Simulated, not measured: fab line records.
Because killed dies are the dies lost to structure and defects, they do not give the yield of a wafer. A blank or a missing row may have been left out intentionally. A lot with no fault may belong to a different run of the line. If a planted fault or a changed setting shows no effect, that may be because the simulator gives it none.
Matching of chambers -- flow gf180mcu -- GF_V3_CMP_04 on cmp-02 has 4 sister chambers
The step polishes SiO2. 8 wafers are shown with their chamber, then 9 later ones without.

WAFERS PAIRED WITH THEIR CHAMBERS
wafer,chamber,motor_current_A (A),retaining_ring_pressure_frac
L387.6,0,12.2,0.998
L388.6,0,12.0,1.010
L391.4,3,12.7,0.993
L391.5,2,14.3,1.004
L391.6,1,10.9,1.001
L392.1,3,13.6,0.999
L392.2,2,14.4,1.001
L392.3,1,10.6,1.008

WAFERS WHOSE CHAMBER IS MISSING
wafer,motor_current_A (A),retaining_ring_pressure_frac
L395.1,11.4,1.007
L395.3,14.7,1.007
L395.4,13.8,1.008
L396.2,13.8,0.994
L396.4,13.8,0.992
L396.6,13.6,0.999
L405.3,13.7,0.992
L405.4,12.4,1.005
L405.5,11.2,0.997

WHICH CHAMBER EACH ONE RAN IN
wafer,from the rows above,in truth
L395.1,can't be placed: 1 or 0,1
L395.3,2,2
L395.4,can't be placed: 2 or 3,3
L396.2,can't be placed: 3 or 2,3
L396.4,can't be placed: 3 or 2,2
L396.6,can't be placed: 3 or 2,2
L405.3,can't be placed: 3 or 2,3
L405.4,can't be placed: 0 or 3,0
L405.5,can't be placed: 1 or 0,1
1 of 9 placed correctly. Can't be placed from these rows: 8 (the true chamber is among the candidates in 8). 0 placed wrongly.
How it was worked out, from the rows above alone: a wafer's distance from a chamber is the root of the sum, over the readings, of the square of ((its reading less the chamber's mean) divided by the reading's scatter). If the next closest chamber is less than 2 further off than the closest, the wafer can't be placed; otherwise it belongs to the closest. For every chamber, the mean is computed from those of its wafers that are shown. The scatter: the root of (the sum of the squares of (reading less its chamber's mean) over the shown wafers, divided by (wafers less chambers)).
